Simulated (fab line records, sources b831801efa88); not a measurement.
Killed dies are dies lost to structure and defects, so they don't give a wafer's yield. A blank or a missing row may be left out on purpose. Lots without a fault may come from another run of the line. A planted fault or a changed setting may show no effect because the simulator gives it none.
A struck lot beside a sound one | flow sfq_line | 42 steps out of a route of 325
Sound: wafers L318.1, L318.2, L318.3. Struck: wafers L309.1, L309.3, L309.5. The cause comes at the end.
At each step with rows: each side's tool, then ch and its chambers, then its first start. Under that, the readings that differ: sound wafers | struck wafers | difference of the means | sigmas: that difference in standard deviations of wafers without a fault.
alike: readings whose means differ by less than 2 such deviations, and words and numbers that are the same on both sides. not compared: withheld readings, readings that some wafer has no value for, bounds like >300 that may hide the same value, and numbers for which the record gives no deviation and whose values overlap.
The two part at a step that has a row with sigmas, a row that says differs or no value, or rows on one side only. Numbers that don't overlap but have no deviation are shown without sigmas and don't part them. A reading that every wafer of one side lacks parts them only if that side has two wafers or more.

first, 7 steps without rows for these wafers: SFQ_TRILAYER_I4_VIA_STRIP_STRIP_107 (strips in O2); SFQ_TRILAYER_I4_VIA_STRIP_SOLV_CLEAN_108 (cleans in NMP, time 600 s); SFQ_TRILAYER_JJ_TRILAYER_DEP_PRE_CLEAN_113 (time 22.5 s); SFQ_TRILAYER_JJ_TRILAYER_DEP_SPUTTER_109 (material Nb, target thk 150 nm, time 100 s); SFQ_TRILAYER_JJ_TRILAYER_DEP_SPUTTER_110 (material Al, target thk 8 nm, time 10 s); SFQ_TRILAYER_JJ_TRILAYER_DEP_AL_OXIDATION_111 (oxidation time 600 s); SFQ_TRILAYER_JJ_TRILAYER_DEP_SPUTTER_112 (material Nb, target thk 170 nm, time 113.3 s).
SFQ_JJ_RS_MEAS_929: measures by four-point-probe.
  sound on film_metro-04, day 55 08:28; struck on film_metro-02, day 53 10:25
  alike: JJ_NB_RS
then, 3 steps without rows for these wafers: SFQ_TRILAYER_JJ_CE_LITHO_COAT_119 (resist thk 62 nm); SFQ_TRILAYER_JJ_CE_LITHO_COAT_114 (resist thk 600 nm); SFQ_TRILAYER_JJ_CE_LITHO_SOFTBAKE_118.
SFQ_TRILAYER_JJ_CE_LITHO_EXPOSE_115: exposes mask J5, target cd 700 nm.
  sound on krf_scanner-01 ch 0, day 55 09:36; struck on krf_scanner-02 ch 0, day 53 11:20
  reading              | sound                | struck               | difference | sigmas
  exposure_dose_mJ_cm2 | 14.418 14.406 14.423 | 14.667 14.662 14.686 | +0.256     | +18
  alike: mask
then, 2 steps without rows for these wafers: SFQ_TRILAYER_JJ_CE_LITHO_PEB_117 (peb time 60 s); SFQ_TRILAYER_JJ_CE_LITHO_DEVELOP_116 (time 60 s).
SFQ_JJ_OVL_MEAS_931:
  sound on overlay-02, day 55 11:06; struck on overlay-02, day 53 12:50
  alike: J5_OVL
then, 1 step without rows for these wafers: SFQ_TRILAYER_JJ_CE_METRO_MEASURE_117.
SFQ_TRILAYER_JJ_CE_BARC_OPEN_RIE_150: chemistry O2, target BARC, target depth 240 nm, time 80 s.
  sound on rie_metal-03 ch 0,1, day 55 12:20; struck on rie_metal-03 ch 0,1, day 53 14:04
  alike: drypump_motor_current_A, oes_product_au
  not compared: rf_hours_counter_h
SFQ_TRILAYER_JJ_CE_ETCH_RIE_118: chemistry SF6, target Nb, stops on Al2O3, time 97.7 s, target depth 170 nm.
  sound on rie_metal-03 ch 0,1, day 55 12:26; struck on rie_metal-03 ch 0,1, day 53 14:10
  alike: drypump_motor_current_A, oes_product_au
  not compared: rf_hours_counter_h
then, 9 steps without rows for these wafers: SFQ_TRILAYER_JJ_ANODIZE_ANODIZE_119; SFQ_TRILAYER_JJ_CE_STRIP_STRIP_120 (strips in O2); SFQ_TRILAYER_JJ_CE_STRIP_SOLV_CLEAN_121 (cleans in NMP, time 600 s); SFQ_TRILAYER_M5_LITHO_COAT_128 (resist thk 62 nm); SFQ_TRILAYER_M5_LITHO_COAT_123 (resist thk 600 nm); SFQ_TRILAYER_M5_LITHO_SOFTBAKE_127; SFQ_TRILAYER_M5_LITHO_EXPOSE_124 (exposes mask M5, target cd 700 nm); SFQ_TRILAYER_M5_LITHO_PEB_126 (peb time 60 s); SFQ_TRILAYER_M5_LITHO_DEVELOP_125 (time 60 s).
-- the record jumps here: 5 days lie between the struck wafers' starts before and after --
SFQ_M5_OVL_MEAS_932:
  sound on overlay-01, day 60 08:53; struck on overlay-01, day 59 01:34
  alike: M5_OVL
SFQ_TRILAYER_M5_BARC_OPEN_METAL_ETCH_161: etches BARC in O2, target depth 125 nm, time 41.7 s.
  sound on rie_metal-03 ch 0,1, day 60 08:56; struck on rie_metal-03 ch 0,1, day 59 01:36
  alike: drypump_motor_current_A, oes_product_au
  not compared: rf_hours_counter_h
then, 4 steps without rows for these wafers: SFQ_TRILAYER_M5_ETCH_METAL_ETCH_126 (etches Nb in Cl2/BCl3, stops on SiO2, time 203.2 s, target depth 265 nm); SFQ_TRILAYER_M5_STRIP_STRIP_127 (strips in O2); SFQ_TRILAYER_M5_STRIP_SOLV_CLEAN_128 (cleans in NMP, time 600 s); SFQ_TRILAYER_A5B_DEP_PECVD_129 (deposits SiO2 from SiH4/N2O, time 133.33 s, target thk 600 nm).
SFQ_TRILAYER_A5B_CMP_CMP_130: polishes, stops on Nb, target thk 340.7 nm.
  sound on cmp-02 ch 0,1,3, day 60 10:34; struck on cmp-01 ch 0,1, day 59 02:54
  alike: motor_current_A
then, 2 steps without rows for these wafers: SFQ_TRILAYER_A5B_METRO_MEASURE_131; SFQ_TRILAYER_R5_DEP_SPUTTER_132 (material Ti, target thk 5 nm, time 5 s).
SFQ_TRILAYER_R5_DEP_SPUTTER_133: material MoNx, target thk 40 nm, time 66.7 s.
  sound on pvd_sputter-04, day 60 14:47; struck on pvd_sputter-05, day 59 07:07
  alike: throttle_valve_pct
then, 1 step without rows for these wafers: SFQ_TRILAYER_R5_DEP_SPUTTER_134 (material Ti, target thk 5 nm, time 5 s).
SFQ_R5_RS_MEAS_933: measures by four-point-probe.
  sound on film_metro-02, day 60 14:52; struck on film_metro-01, day 59 07:11
  alike: R5_MONX_RS
SFQ_R5_THK_MEAS_934: measures by xrf.
  sound on film_metro-02, day 60 14:59; struck on film_metro-01, day 59 07:19
  alike: R5_MONX_THK
then, 1 step without rows for these wafers: SFQ_TRILAYER_R5_LITHO_COAT_141 (resist thk 62 nm).
-- the record jumps here: 24 days lie between the struck wafers' starts before and after --
SFQ_M8_BOW_MEAS_951:
  sound on film_metro-04, day 85 01:06; struck on film_metro-03, day 83 04:31
  reading                | sound             | struck               | difference | sigmas
  model.etest.jj.g_times | 1.003 0.996 1.001 | 0.9852 0.9833 0.9862 | -0.0151    |
  alike: M8_BOW

WHERE THEY PART
Only at SFQ_TRILAYER_JJ_CE_LITHO_EXPOSE_115, within this record. Later steps at which nothing parts them and some readings are alike: SFQ_JJ_OVL_MEAS_931, SFQ_TRILAYER_JJ_CE_BARC_OPEN_RIE_150, SFQ_TRILAYER_JJ_CE_ETCH_RIE_118, SFQ_M5_OVL_MEAS_932, SFQ_TRILAYER_M5_BARC_OPEN_METAL_ETCH_161, SFQ_TRILAYER_A5B_CMP_CMP_130, SFQ_TRILAYER_R5_DEP_SPUTTER_133, SFQ_R5_RS_MEAS_933, SFQ_R5_THK_MEAS_934, SFQ_M8_BOW_MEAS_951.

WHY: what the simulator had put in
Process parameter drift: krf_scanner-02, from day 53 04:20 on, at SFQ_TRILAYER_JJ_CE_LITHO_EXPOSE_115. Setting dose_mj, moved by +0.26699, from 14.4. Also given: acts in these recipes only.
